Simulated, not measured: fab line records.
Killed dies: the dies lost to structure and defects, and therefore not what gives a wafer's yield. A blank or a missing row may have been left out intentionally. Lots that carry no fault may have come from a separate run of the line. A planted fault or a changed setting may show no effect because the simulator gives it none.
fab line records	flow gf180mcu
[record] lots = 14	wafers = 42	last_day = 34
route steps=602 shown SALICIDE@281 CONTACT@305 M1@326 V1@336
lots that met no fault: taken from a fault-free run of the same line
start_h: hours from the record's first day to the start of the lot's first wafer shown	wait_h: time in hours since the lot's previous step	" the same as in the row above	L1.1+2: a single row standing in for several wafers	- either no value or no given start	* or withheld: withheld	< > ~ a bound
route shown NAME@n: names a module that has steps shown in the file, with the first one's number in the route	usual: average and standard deviation across the fault-free wafers	same: alike in all rows	chamber/n: place in a boat	sites: each site's reading	_std_site: the values' standard deviation	_edge_site: mean of outer sites minus mean of inner sites	radius_mm: for every site, how far away it sits from the centre of the wafer	mask NAME#n: copy n	behind: tool/chamber where the wafer was last shaped	hold: the reason the lot was held/the length of the hold in hours/how it ended	device: the transistor (n, p or np) that didn't switch	end of line: tests run on the same wafers once the route is complete	step lacking rows: just its recipe	killed: dies lost to structure and defects at the first sort, not the wafer's yield	map: the dies of a wafer, with x for killed, . for not killed, _ for no die there
set.NAME: the setting as run; set.NAME@STEP: as run at that earlier step	model.NAME: the simulator's own value behind a step, which no gauge read
steps of the route over a sample of lots; a table a step, a row a wafer
services: the hour from which a tool's chamber was out of use, counted from the record's first day as start_h (under 0 if before that day), plus the number of hours and why
[[steps]]
[step GF_SALICIDE_SPUTTER_03]
[recipe] material = TiN	target_thk_nm = 20	power_w = 6500	time_s = 16.7	chamber_pressure_pa = 0.4
[usual] throttle_valve_pct = 29.6/1.1
lot.wafer	tool	chamber	start_h	wait_h	throttle_valve_pct
L861.3	pvd_sputter-01	-	345.38	0.0	31.1
L861.5	"	-	"	"	30.9
L861.6	"	-	"	"	31.0
L862.1	pvd_sputter-04	-	348.94	0.0	28.3
L862.2	"	-	"	"	29.8
L862.5	"	-	"	"	29.6
L863.1	pvd_sputter-01	-	360.20	0.0	29.4
L863.2	"	-	"	"	31.0
L863.5	"	-	"	"	30.7
L864.1	pvd_sputter-04	-	364.67	0.0	28.1
L864.3	"	-	"	"	28.9
L864.5	"	-	"	"	28.5
L869.1	pvd_sputter-01	-	415.20	0.0	29.2
L869.3	"	-	"	"	31.6
L869.6	"	-	"	"	29.4
L870.2	pvd_sputter-02	-	421.72	0.0	30.0
L870.3	"	-	"	"	31.7
L870.6	"	-	"	"	29.4
L871.4	pvd_sputter-04	-	426.83	0.0	28.1
L871.5	"	-	"	"	28.2
L871.6	"	-	"	"	29.9
L876.3	pvd_sputter-01	-	473.41	0.0	31.4
L876.4	"	-	"	"	29.0
L876.6	"	-	"	"	31.7
L877.2	pvd_sputter-02	-	485.57	0.0	31.2
L877.3	"	-	"	"	29.9
L877.6	"	-	"	"	29.7
L878.3	pvd_sputter-04	-	487.78	0.0	29.9
L878.5	"	-	"	"	29.6
L878.6	"	-	"	"	28.0
L880.1	pvd_sputter-04	-	501.29	0.0	28.0
L880.5	"	-	"	"	30.0
L880.6	"	-	"	"	28.8
L881.1	pvd_sputter-01	-	512.16	0.0	31.0
L881.2	"	-	"	"	28.9
L881.4	"	-	"	"	30.7
L882.1	pvd_sputter-01	-	518.48	0.0	31.4
L882.4	"	-	"	"	30.8
L882.5	"	-	"	"	31.7
L883.2	pvd_sputter-04	-	527.53	0.0	28.1
L883.4	"	-	"	"	29.7
L883.5	"	-	"	"	28.1
[step GF_CONTACT_STRIP_18]
[recipe] chemistry = O2/N2	power_w = 1400	pressure_mtorr = 1500	platen_temp_c = 250	o2_flow_sccm = 3000	n2_flow_sccm = 300	overash_fraction = 0.5
[usual] drypump_motor_current_A = 5.5/0.3	heater_power_w = 355/52	oes_product_au = 0.581/0.0049
lot.wafer	tool	chamber	start_h	wait_h	drypump_motor_current_A	heater_power_w	oes_product_au	rf_hours_counter_h
L861.3	plasma_asher-03	1	368.46	-	5.7	281	0.577	-
L861.5	"	1	"	"	5.6	288	0.578	-
L861.6	"	0	"	"	5.5	424	0.585	-
L862.1	plasma_asher-03	1	371.97	-	5.6	282	0.595	76
L862.2	"	0	"	"	5.5	423	0.579	76
L862.5	"	1	"	"	5.6	282	0.585	-
L863.1	plasma_asher-01	1	384.13	-	5.2	354	0.579	26
L863.2	"	0	"	"	5.4	342	0.576	26
L863.5	"	0	"	"	5.4	341	0.574	-
L864.1	plasma_asher-02	0	388.53	-	6.2	360	0.584	75
L864.3	"	0	"	"	6.2	362	0.581	-
L864.5	"	1	"	"	5.3	356	0.574	-
L869.1	plasma_asher-01	1	440.87	-	5.2	362	0.582	32
L869.3	"	0	"	"	5.4	337	0.584	-
L869.6	"	0	"	"	5.4	346	0.584	-
L870.2	plasma_asher-03	1	447.37	-	5.6	272	0.582	2
L870.3	"	1	"	"	5.6	271	0.582	-
L870.6	"	1	"	"	5.7	275	0.583	-
L871.4	plasma_asher-01	0	452.95	-	5.4	353	0.584	-
L871.5	"	1	"	"	5.1	356	0.580	-
L871.6	"	0	"	"	5.4	340	0.582	-
L876.3	plasma_asher-03	1	499.15	-	5.6	269	0.587	-
L876.4	"	0	"	"	5.4	444	0.596	-
L876.6	"	0	"	"	5.4	451	0.584	-
L877.2	plasma_asher-02	0	510.42	-	6.2	366	0.579	88
L877.3	"	1	"	"	5.3	362	0.584	-
L877.6	"	1	"	"	5.3	365	0.579	-
L878.3	plasma_asher-03	0	512.91	-	5.4	429	0.579	-
L878.5	"	0	"	"	5.4	455	0.586	-
L878.6	"	1	"	"	5.6	271	0.577	-
L880.1	plasma_asher-01	1	526.27	-	5.2	362	0.588	41
L880.5	"	0	"	"	5.4	344	0.576	-
L880.6	"	1	"	"	5.2	355	0.581	-
L881.1	plasma_asher-01	0	537.12	-	5.4	337	0.582	42
L881.2	"	1	"	"	5.2	358	0.582	42
L881.4	"	1	"	"	5.2	360	0.577	-
L882.1	plasma_asher-02	1	543.02	-	5.3	358	0.572	91
L882.4	"	0	"	"	6.2	364	0.585	-
L882.5	"	1	"	"	5.3	349	0.575	-
L883.2	plasma_asher-03	0	551.72	-	5.4	439	0.579	13
L883.4	"	0	"	"	5.4	442	0.580	-
L883.5	"	1	"	"	5.6	274	0.570	-
[step GF_M1_EXPOSE_11]
[recipe] mask_id = Metal1	target_cd_nm = 230	na = 0.68	source_shape = conventional	sigma_outer = 0.6	dose_mj = 28
[usual] exposure_dose_mJ_cm2 = 27.97/0.031
[same] na = 0.68
lot.wafer	tool	chamber	start_h	wait_h	mask	exposure_dose_mJ_cm2
L861.3	krf_scanner-01	0	380.98	-	Metal1#0	27.96
L861.5	"	0	"	"	Metal1#0	27.96
L861.6	"	0	"	"	Metal1#0	27.96
L862.1	krf_scanner-02	0	384.53	-	Metal1#0	27.97
L862.2	"	0	"	"	Metal1#0	28.02
L862.5	"	0	"	"	Metal1#0	27.95
L863.1	krf_scanner-02	0	396.72	-	Metal1#0	27.99
L863.2	"	0	"	"	Metal1#0	27.97
L863.5	"	0	"	"	Metal1#0	27.99
L864.1	krf_scanner-02	0	401.61	-	Metal1#0	27.95
L864.3	"	0	"	"	Metal1#0	27.97
L864.5	"	0	"	"	Metal1#0	27.98
L869.1	krf_scanner-02	0	454.18	-	Metal1#0	28.01
L869.3	"	0	"	"	Metal1#0	28.00
L869.6	"	0	"	"	Metal1#0	27.99
L870.2	krf_scanner-02	0	460.69	-	Metal1#0	28.02
L870.3	"	0	"	"	Metal1#0	28.00
L870.6	"	0	"	"	Metal1#0	28.03
L871.4	krf_scanner-01	0	466.99	-	Metal1#0	27.95
L871.5	"	0	"	"	Metal1#0	27.97
L871.6	"	0	"	"	Metal1#0	27.97
L876.3	krf_scanner-02	0	512.78	-	Metal1#0	27.97
L876.4	"	0	"	"	Metal1#0	28.02
L876.6	"	0	"	"	Metal1#0	27.99
L877.2	krf_scanner-02	0	523.57	-	Metal1#0	27.97
L877.3	"	0	"	"	Metal1#0	27.95
L877.6	"	0	"	"	Metal1#0	27.95
L878.3	krf_scanner-01	0	525.92	-	Metal1#0	27.96
L878.5	"	0	"	"	Metal1#0	27.98
L878.6	"	0	"	"	Metal1#0	27.96
L880.1	krf_scanner-02	0	539.68	-	Metal1#0	28.01
L880.5	"	0	"	"	Metal1#0	27.99
L880.6	"	0	"	"	Metal1#0	27.99
L881.1	krf_scanner-02	0	549.32	-	Metal1#0	28.03
L881.2	"	0	"	"	Metal1#0	28.05
L881.4	"	0	"	"	Metal1#0	28.01
L882.1	krf_scanner-01	0	555.19	-	Metal1#0	28.00
L882.4	"	0	"	"	Metal1#0	27.98
L882.5	"	0	"	"	Metal1#0	27.96
L883.2	krf_scanner-01	0	564.77	-	Metal1#0	27.94
L883.4	"	0	"	"	Metal1#0	27.95
L883.5	"	0	"	"	Metal1#0	28.00
[step GF_M1_CD_MEAS_14]
[recipe] target_cd_nm = 230
[usual] cd_nm = 229.5/0.99
lot.wafer	tool	chamber	start_h	wait_h	hold	cd_nm
L861.3	cd_sem-02	-	392.36	0.2	-	227.7
L861.5	"	-	"	"	-	227.8
L861.6	"	-	"	"	-	228.8
L862.1	cd_sem-01	-	395.91	0.1	-	229.5
L862.2	"	-	"	"	-	229.4
L862.5	"	-	"	"	-	229.1
L863.1	cd_sem-01	-	408.72	0.1	-	227.8
L863.2	"	-	"	"	-	228.6
L863.5	"	-	"	"	-	228.7
L864.1	cd_sem-01	-	413.21	0.1	-	228.9
L864.3	"	-	"	"	-	227.7
L864.5	"	-	"	"	-	228.6
L869.1	cd_sem-02	-	466.30	0.1	await_dispo/0.2h/release	230.4
L869.3	"	-	"	"	await_dispo/0.2h/release	118.4
L869.6	"	-	"	"	await_dispo/0.2h/release	229.8
L869.1	cd_sem-02	-	466.59	0.3	-	229.9
L869.3	"	-	"	"	-	119.0
L869.6	"	-	"	"	-	229.2
L870.2	cd_sem-01	-	472.49	0.1	await_dispo/0.2h/release	227.7
L870.3	"	-	"	"	await_dispo/0.2h/release	119.7
L870.6	"	-	"	"	await_dispo/0.2h/release	229.0
L870.2	cd_sem-01	-	472.91	0.4	-	228.2
L870.3	"	-	"	"	-	119.7
L870.6	"	-	"	"	-	229.0
L871.4	cd_sem-02	-	478.36	0.1	-	229.6
L871.5	"	-	"	"	-	229.2
L871.6	"	-	"	"	-	229.4
L876.3	cd_sem-01	-	523.94	0.1	-	231.0
L876.4	"	-	"	"	-	231.0
L876.6	"	-	"	"	-	229.8
L877.2	cd_sem-02	-	534.64	0.1	-	229.5
L877.3	"	-	"	"	-	229.2
L877.6	"	-	"	"	-	229.0
L878.3	cd_sem-02	-	537.79	0.1	-	230.2
L878.5	"	-	"	"	-	230.3
L878.6	"	-	"	"	-	231.2
L880.1	cd_sem-02	-	550.45	0.1	-	230.2
L880.5	"	-	"	"	-	228.7
L880.6	"	-	"	"	-	229.5
L881.1	cd_sem-01	-	560.25	0.1	-	230.2
L881.2	"	-	"	"	-	229.8
L881.4	"	-	"	"	-	230.4
L882.1	cd_sem-02	-	566.45	0.1	-	229.2
L882.4	"	-	"	"	-	230.0
L882.5	"	-	"	"	-	229.1
L883.2	cd_sem-01	-	575.14	0.1	-	228.3
L883.4	"	-	"	"	-	227.3
L883.5	"	-	"	"	-	227.9
[step GF_V1_THK_MEAS_01]
[recipe] reads = SiO2_of_V1_CVD_00
[usual] V1_CVD_00_THK = 579/5.2
lot.wafer	tool	chamber	start_h	wait_h	V1_CVD_00_THK[nm]
L861.3	film_metro-02	-	393.32	0.1	588
L861.5	"	-	"	"	580
L861.6	"	-	"	"	585
L862.1	film_metro-01	-	396.78	0.0	581
L862.2	"	-	"	"	583
L862.5	"	-	"	"	579
L863.1	film_metro-02	-	409.60	0.0	580
L863.2	"	-	"	"	571
L863.5	"	-	"	"	577
L864.1	film_metro-01	-	414.08	0.0	586
L864.3	"	-	"	"	580
L864.5	"	-	"	"	579
L869.1	film_metro-04	-	473.36	0.0	577
L869.6	"	-	"	"	573
L870.2	film_metro-04	-	476.00	0.0	575
L870.6	"	-	"	"	577
L871.4	film_metro-01	-	479.24	0.0	585
L871.5	"	-	"	"	585
L871.6	"	-	"	"	580
L876.3	film_metro-01	-	524.80	0.1	578
L876.4	"	-	"	"	575
L876.6	"	-	"	"	583
L877.2	film_metro-01	-	535.53	0.0	577
L877.3	"	-	"	"	575
L877.6	"	-	"	"	571
L878.3	film_metro-04	-	538.71	0.1	578
L878.5	"	-	"	"	574
L878.6	"	-	"	"	575
L880.1	film_metro-01	-	551.33	0.0	590
L880.5	"	-	"	"	586
L880.6	"	-	"	"	591
L881.1	film_metro-04	-	561.12	0.0	581
L881.2	"	-	"	"	575
L881.4	"	-	"	"	586
L882.1	film_metro-04	-	567.32	0.0	584
L882.4	"	-	"	"	581
L882.5	"	-	"	"	574
L883.2	film_metro-04	-	576.00	0.0	574
L883.4	"	-	"	"	577
L883.5	"	-	"	"	572
[[services]]
tool	chamber	start_h	hours	kind
krf_scanner-02	-	324.33	1.0	pm
krf_scanner-02	-	334.11	3.6	pm
krf_scanner-02	-	340.44	0.8	pm
krf_scanner-02	-	379.69	1.3	pm
krf_scanner-02	-	385.33	2.5	repair
plasma_asher-03	-	421.31	9.0	pm
pvd_sputter-04	-	421.75	4.0	repair
pvd_sputter-01	-	423.79	14.8	repair
plasma_asher-02	-	441.66	4.6	repair
krf_scanner-01	-	449.01	0.8	pm
krf_scanner-01	-	453.54	1.3	pm
plasma_asher-02	-	454.66	0.4	repair
krf_scanner-01	-	455.67	0.2	repair
pvd_sputter-01	-	459.41	4.9	repair
plasma_asher-01	-	477.67	0.6	repair
plasma_asher-03	-	483.94	2.0	repair
krf_scanner-01	-	484.12	1.0	pm
krf_scanner-02	-	493.33	1.0	pm
plasma_asher-03	-	500.82	4.3	pm
pvd_sputter-01	-	514.62	1.9	repair
krf_scanner-02	-	524.57	4.4	pm
plasma_asher-01	-	527.28	2.4	repair
krf_scanner-02	-	539.87	2.0	repair
krf_scanner-02	-	555.59	1.3	pm
[[key]]
[first_sign] step = GF_M1_CD_MEAS_14	reading = visit	direction = added
[effect] step = GF_M1_CD_MEAS_14	reading = cd_nm	direction = down	sigmas = 99+	usual = 229.5	struck = 119.0
met_at GF_M1_EXPOSE_11
struck_lots L869,L870
struck_wafers L869.3,L870.3
later_rows_left_out L869.3,L870.3
sort_left_out L869.3,L870.3
not_acting_at GF_SALICIDE_SPUTTER_03,GF_CONTACT_STRIP_18,GF_V1_THK_MEAS_01
onset_between 401.61 454.18
[fault] kind = process_parameter_drift	tool = krf_scanner-02	chamber = -	onset_h = 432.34	steps = GF_M1_EXPOSE_11	channel = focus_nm	offset = 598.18	shape = step	end_h = 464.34	scope = struck_wafers_only
// sort_left_out: the simulated sort isn't trusted on such a fault, so these wafers' sort isn't shown, and their yield isn't known
// later_rows_left_out: the simulator's readings of these wafers behind a module that went badly wrong aren't trusted and aren't shown, but for the sort
